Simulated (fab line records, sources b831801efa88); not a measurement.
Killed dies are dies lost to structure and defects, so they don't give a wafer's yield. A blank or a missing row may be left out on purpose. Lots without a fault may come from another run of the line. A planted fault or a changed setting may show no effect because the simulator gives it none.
fab line records | flow sky130
record lots=5 wafers=15 last_day=50
route steps=708 shown DNWELL@43 PWDE@45 NWELL@56 VT_ADJUST_HVTP@85
lots that met no fault: from a run of the same line without faults
start_h: hours from the record's first day to the start of the lot's first wafer shown | wait_h: hours since the lot's step before | " the same as in the row above | L1.1+2: a row that stands for several wafers | - no value, or no start given | * or withheld: withheld | < > ~ a bound
route shown NAME@n: a module of which the file shows steps, and the number in the route of the first | usual: mean/standard deviation of fault-free wafers | same: alike in all rows | chamber/n: place in a boat | sites: the reading at each site | _std_site: their standard deviation | _edge_site: outer sites' mean less inner sites' | radius_mm: how far each site lies from the wafer's centre | mask NAME#n: copy n | behind: the tool/chamber that last shaped the wafer | hold: why the lot was held/for how many hours/how that ended | device: the transistor (n, p or np) that didn't switch | end of line: the same wafers' tests at the end of the route | a step without rows: its recipe alone | killed: dies lost to structure and defects at the first sort, not the wafer's yield | map: a wafer's dies, x killed, . not, _ none there
set.NAME: the setting as run; set.NAME@STEP: as run at that earlier step | model.NAME: the simulator's own value behind a step, which no gauge read
lots at some steps of the route; a table a step, a row a wafer
services: from which hour (start_h, from the record's first day; less than 0 if before it) a tool's chamber was out of use, for how many hours, and why
## steps
# step SKY_DNWELL_STRIP_08
# recipe chemistry=O2/N2 power_w=1400 pressure_mtorr=1500 platen_temp_c=withheld o2_flow_sccm=3000 n2_flow_sccm=300 overash_fraction=0.5
# usual chamber_pressure_mTorr=1499.8/1.3 drypump_motor_current_A=5.7/0.57 oes_product_au=0.722/0.0046 strip_time_to_endpoint_s=36.98/0.1
# columns lot.wafer tool chamber start_h wait_h chamber_pressure_mTorr drypump_motor_current_A oes_product_au rf_hours_counter_h strip_time_to_endpoint_s
L076.2 plasma_asher-02 0 61.98 0.1 1500.5 5.6 0.723 39 37.09
L076.3 " 1 " " 1499.9 5.4 0.726 - 36.91
L076.4 " 0 " " 1498.8 5.6 0.717 - 36.96
L079.1 plasma_asher-04 1 84.77 0.1 1502.8 5.3 0.715 27 36.89
L079.3 " 1 " " 1499.7 5.3 0.716 - 36.86
L079.6 " 0 " " 1498.5 5.0 0.725 - 36.90
L085.1 plasma_asher-02 1 115.02 0.1 1501.0 5.4 0.718 44 36.97
L085.5 " 1 " " 1499.0 5.4 0.718 - 36.97
L085.6 " 0 " " 1498.2 5.6 0.715 - 37.03
L094.2 plasma_asher-02 0 165.23 0.1 1500.2 5.6 0.725 50 37.04
L094.5 " 1 " " 1501.4 5.4 0.722 - 36.84
L094.6 " 0 " " 1501.1 5.6 0.728 - 37.07
L095.1 plasma_asher-02 0 169.22 0.1 1500.6 5.6 0.721 50 36.93
L095.2 " 1 " " 1501.0 5.4 0.731 50 36.95
L095.3 " 0 " " 1500.2 5.6 0.720 - 37.03
# step SKY_DNWELL_TW_MEAS_09
# usual DNWELL_TW=1118/7.3
# columns lot.wafer tool chamber start_h wait_h DNWELL_TW
L076.2 film_metro-02 - 62.09 0.1 1125
L076.3 " - " " 1125
L076.4 " - " " 1119
L079.1 film_metro-01 - 84.87 0.1 1131
L079.3 " - " " 1130
L079.6 " - " " 1131
L085.1 film_metro-03 - 115.12 0.1 1116
L085.5 " - " " 1117
L085.6 " - " " 1112
L094.2 film_metro-02 - 165.34 0.1 1120
L094.5 " - " " 1120
L094.6 " - " " 1121
L095.1 film_metro-03 - 169.32 0.1 1116
L095.2 " - " " 1112
L095.3 " - " " 1117
# step SKY_PWDE_DEHYDRATE_00
# recipe temp_c=200 time_s=60
# columns lot.wafer tool chamber start_h wait_h
L076.2+3+4 litho_track-04 0 69.57 7.5
L079.1+3+6 litho_track-01 0 93.67 8.8
L085.1+5+6 litho_track-01 0 123.32 8.2
L094.2+5+6 litho_track-02 0 175.14 9.8
L095.1+2+3 litho_track-01 0 179.32 10.0
# step SKY_PWDE_HMDS_01
# recipe prime_time_s=60 prime_temp_c=120
# columns lot.wafer tool chamber start_h wait_h
L076.2+3+4 litho_track-04 0 69.72 0.1
L079.1+3+6 litho_track-01 0 93.82 0.1
L085.1+5+6 litho_track-01 0 123.47 0.1
L094.2+5+6 litho_track-02 0 175.29 0.1
L095.1+2+3 litho_track-01 0 179.47 0.1
# step SKY_PWDE_COAT_02
# recipe spin_rpm=2000 resist_thk_nm=3000
# columns lot.wafer tool chamber start_h wait_h
L076.2+3+4 litho_track-04 0 69.87 0.1
L079.1+3+6 litho_track-01 0 93.97 0.1
L085.1+5+6 litho_track-01 0 123.62 0.1
L094.2+5+6 litho_track-02 0 175.44 0.1
L095.1+2+3 litho_track-01 0 179.62 0.1
# step SKY_PWDE_SOFTBAKE_03
# recipe temp_c=110 time_s=withheld
# columns lot.wafer tool chamber start_h wait_h
L076.2+3+4 litho_track-04 0 70.03 0.1
L079.1+3+6 litho_track-01 0 94.12 0.1
L085.1+5+6 litho_track-01 0 123.77 0.1
L094.2+5+6 litho_track-02 0 175.60 0.1
L095.1+2+3 litho_track-01 0 179.77 0.1
# step SKY_PWDE_EXPOSE_04
# recipe mask_id=PWDEM na=0.6 source_shape=conventional sigma_outer=0.6 polarization=unpolarized target_cd_nm=840 dose_mj=214
# columns lot.wafer tool chamber start_h wait_h mask
L076.2+3+4 iline_stepper-02 0 - - PWDEM#0
L079.1+3+6 iline_stepper-02 0 - - PWDEM#0
L085.1+5+6 iline_stepper-02 0 - - PWDEM#0
L094.2+5+6 iline_stepper-02 0 - - PWDEM#0
L095.1+2+3 iline_stepper-02 0 - - PWDEM#0
# step SKY_PWDE_PEB_05
# recipe temp_c=115 time_s=withheld
# columns lot.wafer tool chamber start_h wait_h
L076.2+3+4 litho_track-04 0 - -
L079.1+3+6 litho_track-01 0 - -
L085.1+5+6 litho_track-01 0 - -
L094.2+5+6 litho_track-02 0 - -
L095.1+2+3 litho_track-01 0 - -
# step SKY_PWDE_DEVELOP_06
# recipe wall_angle_deg=90 developer=TMAH develop_time_s=60 dev_temp_c=23
# columns lot.wafer tool chamber start_h wait_h
L076.2+3+4 litho_track-04 0 - -
L079.1+3+6 litho_track-01 0 - -
L085.1+5+6 litho_track-01 0 - -
L094.2+5+6 litho_track-02 0 - -
L095.1+2+3 litho_track-01 0 - -
# step SKY_PWDE_OVL_MEAS_07
# usual PWDE_OVL=1.0/1.1
# columns lot.wafer tool chamber start_h wait_h PWDE_OVL[nm]
L076.2 overlay-02 - 78.85 - 1.0
L076.3 " - " " 1.0
L076.4 " - " " -0.1
L079.1 overlay-01 - 102.42 - 0.8
L079.3 " - " " 0.3
L079.6 " - " " 1.2
L085.1 overlay-01 - 134.37 - 1.9
L085.5 " - " " 1.1
L085.6 " - " " 1.1
L094.2 overlay-02 - 184.82 - 0.5
L094.5 " - " " 0.9
L094.6 " - " " 1.0
L095.1 overlay-02 - 189.07 - 2.0
L095.2 " - " " 1.5
L095.3 " - " " 1.5
# step SKY_PWDE_IMPLANT_08
# recipe species=B energy_kev=150 dose_cm2=3.6e+12 tilt_deg=withheld
# same implant_ion_amu=11
# columns lot.wafer tool chamber start_h wait_h
L076.2+3+4 implanter-04 0 78.91 0.0
L079.1+3+6 implanter-02 0 102.46 0.0
L085.1+5+6 implanter-02 0 134.41 0.0
L094.2+5+6 implanter-01 0 184.88 0.0
L095.1+2+3 implanter-01 0 189.11 0.0
# step SKY_PWDE_STRIP_09
# recipe chemistry=O2/N2 power_w=1400 pressure_mtorr=1500 platen_temp_c=withheld o2_flow_sccm=3000 n2_flow_sccm=300 overash_fraction=0.5
# usual chamber_pressure_mTorr=1500.0/1.4 drypump_motor_current_A=6.1/0.55 oes_product_au=0.723/0.0049 strip_time_to_endpoint_s=36.93/0.11
# columns lot.wafer tool chamber start_h wait_h chamber_pressure_mTorr drypump_motor_current_A oes_product_au rf_hours_counter_h strip_time_to_endpoint_s
L076.2 plasma_asher-03 0 79.03 0.1 1500.4 6.7 0.730 41 36.98
L076.3 " 1 " " 1501.2 5.9 0.729 - 36.87
L076.4 " 0 " " 1497.0 6.7 0.726 - 36.91
L079.1 plasma_asher-03 1 102.61 0.1 1501.3 5.9 0.724 43 36.90
L079.3 " 0 " " 1502.1 6.7 0.730 - 36.90
L079.6 " 1 " " 1500.4 5.9 0.727 - 36.80
L085.1 plasma_asher-04 0 134.56 0.1 1500.8 5.0 0.730 32 37.06
L085.5 " 0 " " 1499.0 5.0 0.716 - 37.09
L085.6 " 1 " " 1501.0 5.3 0.735 - 37.05
L094.2 plasma_asher-03 1 185.00 0.1 1500.3 5.9 0.716 6 37.17
L094.5 " 0 " " 1501.3 6.7 0.730 - 37.08
L094.6 " 1 " " 1498.1 5.9 0.713 - 37.03
L095.1 plasma_asher-03 1 189.26 0.1 1497.0 5.9 0.722 7 36.92
L095.2 " 0 " " 1498.8 6.7 0.727 7 36.75
L095.3 " 1 " " 1499.3 5.9 0.722 - 36.80
# step SKY_PWDE_TW_MEAS_10
# usual PWDE_TW=375.0/2.5
# columns lot.wafer tool chamber start_h wait_h PWDE_TW
L076.2 film_metro-02 - 79.14 0.1 375.4
L076.3 " - " " 373.0
L076.4 " - " " 373.0
L079.1 film_metro-01 - 102.71 0.1 374.2
L079.3 " - " " 373.6
L079.6 " - " " 375.4
L085.1 film_metro-01 - 134.66 0.1 378.8
L085.5 " - " " 380.9
L085.6 " - " " 375.3
L094.2 film_metro-03 - 185.11 0.1 375.2
L094.5 " - " " 376.4
L094.6 " - " " 373.0
L095.1 film_metro-02 - 189.36 0.1 372.8
L095.2 " - " " 373.9
L095.3 " - " " 377.0
# step SKY_NWELL_DEHYDRATE_03
# recipe temp_c=200 time_s=60
# columns lot.wafer tool chamber start_h wait_h
L076.2+3+4 litho_track-03 0 86.26 7.1
L079.1+3+6 litho_track-03 0 111.83 9.1
L085.1+5+6 litho_track-04 0 143.90 9.2
L094.2+5+6 litho_track-02 0 194.34 9.2
L095.1+2+3 litho_track-02 0 199.82 10.4
# step SKY_NWELL_HMDS_04
# recipe prime_time_s=60 prime_temp_c=120
# columns lot.wafer tool chamber start_h wait_h
L076.2+3+4 litho_track-03 0 86.41 0.1
L079.1+3+6 litho_track-03 0 111.98 0.1
L085.1+5+6 litho_track-04 0 144.05 0.1
L094.2+5+6 litho_track-02 0 194.49 0.1
L095.1+2+3 litho_track-02 0 199.97 0.1
# step SKY_NWELL_COAT_05
# recipe spin_rpm=2000 resist_thk_nm=3000
# columns lot.wafer tool chamber start_h wait_h
L076.2+3+4 litho_track-03 0 86.56 0.1
L079.1+3+6 litho_track-03 0 112.13 0.1
L085.1+5+6 litho_track-04 0 144.20 0.1
L094.2+5+6 litho_track-02 0 194.64 0.1
L095.1+2+3 litho_track-02 0 200.12 0.1
# step SKY_NWELL_SOFTBAKE_06
# recipe temp_c=110 time_s=withheld
# columns lot.wafer tool chamber start_h wait_h
L076.2+3+4 litho_track-03 0 86.71 0.1
L079.1+3+6 litho_track-03 0 112.28 0.1
L085.1+5+6 litho_track-04 0 144.35 0.1
L094.2+5+6 litho_track-02 0 194.80 0.1
L095.1+2+3 litho_track-02 0 200.27 0.1
# step SKY_NWELL_EXPOSE_07
# recipe mask_id=NWM na=0.6 source_shape=conventional sigma_outer=0.6 polarization=unpolarized target_cd_nm=840 dose_mj=255
# columns lot.wafer tool chamber start_h wait_h mask
L076.2+3+4 iline_stepper-02 0 - - NWM#0
L079.1+3+6 iline_stepper-02 0 - - NWM#0
L085.1+5+6 iline_stepper-01 0 - - NWM#0
L094.2+5+6 iline_stepper-02 0 - - NWM#0
L095.1+2+3 iline_stepper-01 0 - - NWM#0
# step SKY_NWELL_PEB_08
# recipe temp_c=115 time_s=withheld
# columns lot.wafer tool chamber start_h wait_h
L076.2+3+4 litho_track-03 0 - -
L079.1+3+6 litho_track-04 0 - -
L085.1+5+6 litho_track-04 0 - -
L094.2+5+6 litho_track-03 0 - -
L095.1+2+3 litho_track-02 0 - -
# step SKY_NWELL_DEVELOP_09
# recipe wall_angle_deg=90 developer=TMAH develop_time_s=60 dev_temp_c=23
# columns lot.wafer tool chamber start_h wait_h
L076.2+3+4 litho_track-03 0 - -
L079.1+3+6 litho_track-04 0 - -
L085.1+5+6 litho_track-04 0 - -
L094.2+5+6 litho_track-03 0 - -
L095.1+2+3 litho_track-02 0 - -
# step SKY_NWELL_OVL_MEAS_10
# usual NWELL_00_OVL=0.2/1.4
# columns lot.wafer tool chamber start_h wait_h NWELL_00_OVL[nm]
L076.2 overlay-01 - 96.14 - 0.6
L076.3 " - " " 1.1
L076.4 " - " " 1.4
L079.1 overlay-02 - 121.45 - 0.9
L079.3 " - " " -1.0
L079.6 " - " " -1.0
L085.1 overlay-01 - 153.70 - -1.4
L085.5 " - " " 0.7
L085.6 " - " " -1.8
L094.2 overlay-02 - 205.19 - -0.8
L094.5 " - " " 0.9
L094.6 " - " " 1.3
L095.1 overlay-02 - 210.27 - -1.0
L095.2 " - " " -1.3
L095.3 " - " " -2.7
# step SKY_NWELL_IMPLANT_11
# recipe species=P energy_kev=400 dose_cm2=1.9e+13 tilt_deg=withheld
# same implant_ion_amu=31
# columns lot.wafer tool chamber start_h wait_h
L076.2+3+4 implanter-02 0 96.19 0.0
L079.1+3+6 implanter-02 0 121.48 0.0
L085.1+5+6 implanter-04 0 153.81 0.1
L094.2+5+6 implanter-02 0 205.24 0.0
L095.1+2+3 implanter-03 0 210.30 0.0
# step SKY_NWELL_IMPLANT_12
# recipe species=P energy_kev=120 dose_cm2=1.3e+12 tilt_deg=withheld
# same implant_ion_amu=31
# columns lot.wafer tool chamber start_h wait_h
L076.2+3+4 implanter-02 0 96.34 0.1
L079.1+3+6 implanter-02 0 121.63 0.1
L085.1+5+6 implanter-04 0 153.96 0.1
L094.2+5+6 implanter-02 0 205.39 0.1
L095.1+2+3 implanter-03 0 210.45 0.1
# step SKY_NWELL_IMPLANT_13
# recipe species=P energy_kev=50 dose_cm2=7e+11 tilt_deg=withheld
# same implant_ion_amu=31
# columns lot.wafer tool chamber start_h wait_h
L076.2+3+4 implanter-02 0 96.49 0.1
L079.1+3+6 implanter-02 0 121.78 0.1
L085.1+5+6 implanter-04 0 154.11 0.1
L094.2+5+6 implanter-02 0 205.54 0.1
L095.1+2+3 implanter-03 0 210.60 0.1
# step SKY_NWELL_STRIP_14
# recipe chemistry=O2/N2 power_w=1400 pressure_mtorr=1500 platen_temp_c=withheld o2_flow_sccm=3000 n2_flow_sccm=300 overash_fraction=0.5
# usual chamber_pressure_mTorr=1499.9/1.3 drypump_motor_current_A=5.6/0.48 oes_product_au=0.723/0.0045 strip_time_to_endpoint_s=36.92/0.11
# columns lot.wafer tool chamber start_h wait_h chamber_pressure_mTorr drypump_motor_current_A oes_product_au rf_hours_counter_h strip_time_to_endpoint_s
L076.2 plasma_asher-01 1 96.62 0.1 1499.5 6.0 0.723 39 37.04
L076.3 " 1 " " 1499.8 6.0 0.720 - 36.88
L076.4 " 0 " " 1500.5 6.6 0.721 - 36.98
L079.1 plasma_asher-02 0 121.93 0.1 1499.6 5.6 0.724 45 37.07
L079.3 " 1 " " 1499.7 5.4 0.722 - 37.04
L079.6 " 1 " " 1499.5 5.3 0.721 - 36.97
L085.1 plasma_asher-01 1 154.26 0.1 1500.2 6.0 0.717 45 36.86
L085.5 " 1 " " 1498.3 6.0 0.732 - 37.02
L085.6 " 0 " " 1500.7 6.6 0.723 - 37.02
L094.2 plasma_asher-02 0 205.67 0.1 1498.3 5.6 0.727 54 37.01
L094.5 " 1 " " 1499.2 5.4 0.724 - 36.94
L094.6 " 0 " " 1501.6 5.6 0.728 - 36.98
L095.1 plasma_asher-04 0 210.75 0.1 1499.5 5.0 0.723 39 36.82
L095.2 " 1 " " 1500.9 5.3 0.728 39 36.86
L095.3 " 1 " " 1498.1 5.3 0.722 - 36.76
# step SKY_NWELL_TW_MEAS_15
# usual NWELL_TW=1830/12
# columns lot.wafer tool chamber start_h wait_h NWELL_TW
L076.2 film_metro-03 - 96.73 0.1 1823
L076.3 " - " " 1824
L076.4 " - " " 1814
L079.1 film_metro-01 - 122.03 0.1 1842
L079.3 " - " " 1839
L079.6 " - " " 1843
L085.1 film_metro-02 - 154.36 0.1 1825
L085.5 " - " " 1830
L085.6 " - " " 1826
L094.2 film_metro-01 - 205.78 0.1 1836
L094.5 " - " " 1845
L094.6 " - " " 1833
L095.1 film_metro-01 - 210.85 0.1 1837
L095.2 " - " " 1843
L095.3 " - " " 1844
# step SKY_NWELL_DEHYDRATE_16
# recipe temp_c=200 time_s=60
# columns lot.wafer tool chamber start_h wait_h
L076.2+3+4 litho_track-02 0 104.29 7.6
L079.1+3+6 litho_track-03 0 131.43 9.4
L085.1+5+6 litho_track-02 0 163.82 9.4
L094.2+5+6 litho_track-02 0 216.19 10.4
L095.1+2+3 litho_track-04 0 222.80 11.9
# step SKY_NWELL_HMDS_17
# recipe prime_time_s=60 prime_temp_c=120
# columns lot.wafer tool chamber start_h wait_h
L076.2+3+4 litho_track-02 0 104.44 0.1
L079.1+3+6 litho_track-03 0 131.58 0.1
L085.1+5+6 litho_track-02 0 163.97 0.1
L094.2+5+6 litho_track-02 0 216.34 0.1
L095.1+2+3 litho_track-04 0 222.95 0.1
# step SKY_NWELL_COAT_18
# recipe spin_rpm=2000 resist_thk_nm=3000
# columns lot.wafer tool chamber start_h wait_h
L076.2+3+4 litho_track-02 0 104.59 0.1
L079.1+3+6 litho_track-03 0 131.73 0.1
L085.1+5+6 litho_track-02 0 164.12 0.1
L094.2+5+6 litho_track-02 0 216.49 0.1
L095.1+2+3 litho_track-04 0 223.10 0.1
# step SKY_NWELL_SOFTBAKE_19
# recipe temp_c=110 time_s=withheld
# columns lot.wafer tool chamber start_h wait_h
L076.2+3+4 litho_track-02 0 104.75 0.1
L079.1+3+6 litho_track-03 0 131.88 0.1
L085.1+5+6 litho_track-02 0 164.27 0.1
L094.2+5+6 litho_track-02 0 216.65 0.1
L095.1+2+3 litho_track-04 0 223.25 0.1
# step SKY_NWELL_EXPOSE_20
# recipe mask_id=NWM_COMPLEMENT na=0.6 source_shape=conventional sigma_outer=0.6 polarization=unpolarized target_cd_nm=840 dose_mj=260
# columns lot.wafer tool chamber start_h wait_h mask
L076.2+3+4 iline_stepper-02 0 - - NWM_COMPLEMENT#0
L079.1+3+6 iline_stepper-01 0 - - NWM_COMPLEMENT#0
L085.1+5+6 iline_stepper-01 0 - - NWM_COMPLEMENT#0
L094.2+5+6 iline_stepper-02 0 - - NWM_COMPLEMENT#0
L095.1+2+3 iline_stepper-01 0 - - NWM_COMPLEMENT#0
# step SKY_NWELL_PEB_21
# recipe temp_c=115 time_s=withheld
# columns lot.wafer tool chamber start_h wait_h
L076.2+3+4 litho_track-04 0 - -
L079.1+3+6 litho_track-04 0 - -
L085.1+5+6 litho_track-04 0 - -
L094.2+5+6 litho_track-03 0 - -
L095.1+2+3 litho_track-03 0 - -
# step SKY_NWELL_DEVELOP_22
# recipe wall_angle_deg=90 developer=TMAH develop_time_s=60 dev_temp_c=23
# columns lot.wafer tool chamber start_h wait_h
L076.2+3+4 litho_track-04 0 - -
L079.1+3+6 litho_track-04 0 - -
L085.1+5+6 litho_track-04 0 - -
L094.2+5+6 litho_track-03 0 - -
L095.1+2+3 litho_track-03 0 - -
# step SKY_NWELL_OVL_MEAS_23
# usual NWELL_01_OVL=0.5/1.4
# columns lot.wafer tool chamber start_h wait_h NWELL_01_OVL[nm]
L076.2 overlay-01 - 114.70 - 1.4
L076.3 " - " " -0.4
L076.4 " - " " 1.7
L079.1 overlay-02 - 141.50 - 2.8
L079.3 " - " " 3.0
L079.6 " - " " 1.7
L085.1 overlay-01 - 173.95 - 0.4
L085.5 " - " " 1.0
L085.6 " - " " 1.4
L094.2 overlay-02 - 228.29 - -0.2
L094.5 " - " " 0.2
L094.6 " - " " -2.4
L095.1 overlay-02 - 234.18 - -0.9
L095.2 " - " " 1.6
L095.3 " - " " 0.7
# step SKY_NWELL_IMPLANT_24
# recipe species=B energy_kev=140 dose_cm2=9.2e+12 tilt_deg=withheld
# same implant_ion_amu=11
# columns lot.wafer tool chamber start_h wait_h
L076.2+3+4 implanter-03 0 114.76 0.0
L079.1+3+6 implanter-03 0 141.53 0.0
L085.1+5+6 implanter-03 0 173.98 0.0
L094.2+5+6 implanter-02 0 228.34 0.0
L095.1+2+3 implanter-03 0 234.22 0.0
# step SKY_NWELL_STRIP_25
# recipe chemistry=O2/N2 power_w=1400 pressure_mtorr=1500 platen_temp_c=withheld o2_flow_sccm=3000 n2_flow_sccm=300 overash_fraction=0.5
# usual chamber_pressure_mTorr=1499.9/1.4 drypump_motor_current_A=5.6/0.51 oes_product_au=0.722/0.0048 strip_time_to_endpoint_s=36.92/0.093
# columns lot.wafer tool chamber start_h wait_h chamber_pressure_mTorr drypump_motor_current_A oes_product_au rf_hours_counter_h strip_time_to_endpoint_s
L076.2 plasma_asher-02 1 114.88 0.1 1500.3 5.3 0.722 44 36.88
L076.3 " 0 " " 1501.6 5.6 0.726 - 36.86
L076.4 " 1 " " 1497.9 5.4 0.718 - 36.80
L079.1 plasma_asher-04 0 141.68 0.1 1500.9 5.0 0.727 33 36.90
L079.3 " 0 " " 1499.6 5.0 0.724 - 37.10
L079.6 " 0 " " 1499.3 5.0 0.722 - 37.01
L085.1 plasma_asher-02 1 174.13 0.1 1498.2 5.4 0.724 51 36.92
L085.5 " 0 " " 1499.3 5.6 0.720 - 36.94
L085.6 " 1 " " 1500.0 5.4 0.724 - 36.76
L094.2 plasma_asher-01 1 228.47 0.1 1499.6 6.0 0.725 53 36.79
L094.5 " 1 " " 1502.6 6.0 0.718 - 36.83
L094.6 " 0 " " 1501.6 6.6 0.726 - 36.76
L095.1 plasma_asher-02 0 234.37 0.1 1501.5 5.6 0.724 57 37.01
L095.2 " 1 " " 1500.5 5.4 0.720 57 36.86
L095.3 " 0 " " 1501.1 5.6 0.723 - 37.08
# step SKY_NWELL_TW_MEAS_26
# usual NWELL_2_TW=499.1/2.7
# columns lot.wafer tool chamber start_h wait_h NWELL_2_TW
L076.2 film_metro-03 - 114.99 0.1 499.1
L076.3 " - " " 494.6
L076.4 " - " " 496.3
L079.1 film_metro-03 - 141.78 0.1 498.6
L079.3 " - " " 500.9
L079.6 " - " " 499.0
L085.1 film_metro-01 - 174.23 0.1 504.8
L085.5 " - " " 502.9
L085.6 " - " " 504.0
L094.2 film_metro-01 - 228.58 0.1 499.1
L094.5 " - " " 497.2
L094.6 " - " " 501.0
L095.1 film_metro-02 - 234.47 0.1 499.9
L095.2 " - " " 499.2
L095.3 " - " " 500.0
# step SKY_NWELL_CLEAN_27
# recipe chemistry=SC1/SC2 mix=1:4:20 temp_c=70 time_s=150 dry=n2_spin
# usual bath_guard_temp_C=70.0/0.48
# columns lot.wafer tool chamber start_h wait_h bath_guard_temp_C
L076.2 wet_bench-03 2 115.04 0.0 71.2
L076.3 " 2 " " 70.9
L076.4 " 2 " " 70.8
L079.1 wet_bench-04 1 141.84 0.1 70.3
L079.3 " 1 " " 70.2
L079.6 " 1 " " 70.0
L085.1 wet_bench-01 0 174.29 0.1 70.1
L085.5 " 0 " " 70.4
L085.6 " 0 " " 70.3
L094.2 wet_bench-04 2 228.63 0.0 70.1
L094.5 " 2 " " 70.3
L094.6 " 2 " " 69.7
L095.1 wet_bench-03 1 234.53 0.1 69.1
L095.2 " 1 " " 69.6
L095.3 " 1 " " 69.2
# step SKY_NWELL_RTA_28
# recipe temp_c=1050 time_s=30 idle_temp_c=650 ramp_up_c_per_s=150 ramp_down_c_per_s=90 ambient=N2
# usual lamp_power_pct=25.31/0.051 ramp_down_c_per_s=89.999/0.018 ramp_up_c_per_s=150.00/0.028 wafer_temp_C_max=1054.9/1.1
# columns lot.wafer tool chamber start_h wait_h lamp_power_pct ramp_down_c_per_s ramp_up_c_per_s wafer_temp_C_max
L076.2 rtp_anneal-01 0 115.12 0.0 25.29 90.010 150.00 1053.5
L076.3 " 0 " " 25.36 89.995 149.94 1054.5
L076.4 " 0 " " 25.25 89.994 150.00 1055.4
L079.1 rtp_anneal-01 0 141.90 0.0 25.30 90.037 149.95 1056.2
L079.3 " 0 " " 25.32 89.988 150.01 1053.0
L079.6 " 0 " " 25.32 89.983 150.05 1054.3
L085.1 rtp_anneal-02 0 174.34 0.0 25.32 89.987 149.96 1054.4
L085.5 " 0 " " 25.32 90.013 149.99 1055.7
L085.6 " 0 " " 25.28 90.002 150.07 1055.2
L094.2 rtp_anneal-02 0 228.69 0.0 25.38 89.979 150.03 1054.6
L094.5 " 0 " " 25.34 90.006 150.00 1054.2
L094.6 " 0 " " 25.30 90.013 150.04 1055.3
L095.1 rtp_anneal-02 0 234.58 0.0 25.33 89.993 150.01 1055.6
L095.2 " 0 " " 25.31 90.023 149.99 1055.9
L095.3 " 0 " " 25.32 89.973 150.06 1054.9
# step SKY_NWELL_RS_MEAS_29
# recipe thk_meas_gauge=four-point-probe
# usual NWELL_RS=624.8/1.5
# columns lot.wafer tool chamber start_h wait_h NWELL_RS[ohm/sq]
L076.2 film_metro-01 - 115.23 0.1 625.1
L076.3 " - " " 623.7
L076.4 " - " " 624.7
L079.1 film_metro-03 - 142.00 0.1 625.8
L079.3 " - " " 627.3
L079.6 " - " " 626.1
L085.1 film_metro-03 - 174.44 0.1 626.8
L085.5 " - " " 626.3
L085.6 " - " " 628.1
L094.2 film_metro-03 - 228.80 0.1 625.5
L094.5 " - " " 626.4
L094.6 " - " " 628.3
L095.1 film_metro-01 - 234.68 0.1 623.5
L095.2 " - " " 623.8
L095.3 " - " " 623.3
# step SKY_NWELL_RS_MEAS_31
# recipe thk_meas_gauge=four-point-probe
# usual PWDE_RS=5284/18
# columns lot.wafer tool chamber start_h wait_h PWDE_RS[ohm/sq]
L076.2 film_metro-01 - 115.47 0.1 5280
L076.3 " - " " 5281
L076.4 " - " " 5273
L079.1 film_metro-03 - 142.24 0.1 5301
L079.3 " - " " 5319
L079.6 " - " " 5289
L085.1 film_metro-03 - 174.68 0.1 5330
L085.5 " - " " 5320
L085.6 " - " " 5318
L094.2 film_metro-03 - 229.04 0.1 5315
L094.5 " - " " 5313
L094.6 " - " " 5326
L095.1 film_metro-01 - 234.92 0.1 5258
L095.2 " - " " 5268
L095.3 " - " " 5257
# step SKY_VT_ADJUST_HVTP_DEHYDRATE_00
# recipe temp_c=200 time_s=60
# columns lot.wafer tool chamber start_h wait_h
L076.2+3+4 litho_track-01 0 124.00 8.5
L079.1+3+6 litho_track-03 0 151.53 9.3
L085.1+5+6 litho_track-04 0 183.00 8.3
L094.2+5+6 litho_track-04 0 239.92 10.9
L095.1+2+3 litho_track-03 0 246.58 11.6
# step SKY_VT_ADJUST_HVTP_HMDS_01
# recipe prime_time_s=60 prime_temp_c=120
# columns lot.wafer tool chamber start_h wait_h
L076.2+3+4 litho_track-01 0 124.15 0.1
L079.1+3+6 litho_track-03 0 151.68 0.1
L085.1+5+6 litho_track-04 0 183.15 0.1
L094.2+5+6 litho_track-04 0 240.07 0.1
L095.1+2+3 litho_track-03 0 246.73 0.1
# step SKY_VT_ADJUST_HVTP_COAT_02
# recipe resist=NOVOLAK spin_rpm=3000 resist_thk_nm=1140
# columns lot.wafer tool chamber start_h wait_h
L076.2+3+4 litho_track-01 0 124.30 0.1
L079.1+3+6 litho_track-03 0 151.83 0.1
L085.1+5+6 litho_track-04 0 183.30 0.1
L094.2+5+6 litho_track-04 0 240.22 0.1
L095.1+2+3 litho_track-03 0 246.88 0.1
# step SKY_VT_ADJUST_HVTP_SOFTBAKE_03
# recipe temp_c=90 time_s=60 resist=NOVOLAK
# columns lot.wafer tool chamber start_h wait_h
L076.2+3+4 litho_track-01 0 124.45 0.1
L079.1+3+6 litho_track-03 0 151.98 0.1
L085.1+5+6 litho_track-04 0 183.45 0.1
L094.2+5+6 litho_track-04 0 240.37 0.1
L095.1+2+3 litho_track-03 0 247.03 0.1
# step SKY_VT_ADJUST_HVTP_EXPOSE_04
# recipe mask_id=HVTPM na=0.6 source_shape=conventional sigma_outer=0.6 polarization=unpolarized target_cd_nm=380 dose_mj=140
# columns lot.wafer tool chamber start_h wait_h mask
L076.2+3+4 iline_stepper-02 0 - - HVTPM#0
L079.1+3+6 iline_stepper-02 0 - - HVTPM#0
L085.1+5+6 iline_stepper-02 0 - - HVTPM#0
L094.2+5+6 iline_stepper-02 0 - - HVTPM#0
L095.1+2+3 iline_stepper-01 0 - - HVTPM#0
# step SKY_VT_ADJUST_HVTP_PEB_05
# recipe temp_c=withheld time_s=* resist=NOVOLAK
# columns lot.wafer tool chamber start_h wait_h
L076.2+3+4 litho_track-03 0 - -
L079.1+3+6 litho_track-04 0 - -
L085.1+5+6 litho_track-03 0 - -
L094.2+5+6 litho_track-01 0 - -
L095.1+2+3 litho_track-04 0 - -
# step SKY_VT_ADJUST_HVTP_DEVELOP_06
# recipe resist=NOVOLAK developer=TMAH develop_time_s=60 dev_temp_c=23
# columns lot.wafer tool chamber start_h wait_h
L076.2+3+4 litho_track-03 0 134.51 0.1
L079.1+3+6 litho_track-04 0 161.35 0.1
L085.1+5+6 litho_track-03 0 193.38 0.1
L094.2+5+6 litho_track-01 0 251.75 0.1
L095.1+2+3 litho_track-04 0 257.85 0.1
## services
# columns tool chamber start_h hours kind
plasma_asher-04 - 54.10 0.7 repair
implanter-04 - 59.36 1.4 repair
implanter-02 - 63.30 12.8 pm
plasma_asher-03 - 67.44 1.6 repair
plasma_asher-01 - 68.85 14.6 pm
iline_stepper-01 - 68.98 36.3 repair
wet_bench-01 - 71.15 1.0 repair
implanter-01 - 76.12 10.2 repair
implanter-03 - 87.06 10.8 pm
wet_bench-01 - 97.22 1.9 pm
implanter-02 - 103.00 5.0 pm
iline_stepper-01 - 105.33 1.7 pm
plasma_asher-03 - 108.75 9.0 pm
iline_stepper-02 - 120.65 1.7 pm
implanter-04 - 122.67 2.4 pm
implanter-01 - 128.34 5.1 pm
implanter-03 - 145.31 2.1 pm
plasma_asher-03 - 167.15 4.1 repair
iline_stepper-02 - 168.08 3.4 repair
implanter-03 - 195.87 3.2 repair
wet_bench-01 - 199.47 1.5 repair
wet_bench-04 - 214.92 2.3 repair
plasma_asher-04 - 225.64 15.6 pm
implanter-02 - 256.19 4.7 repair
## key
fault none
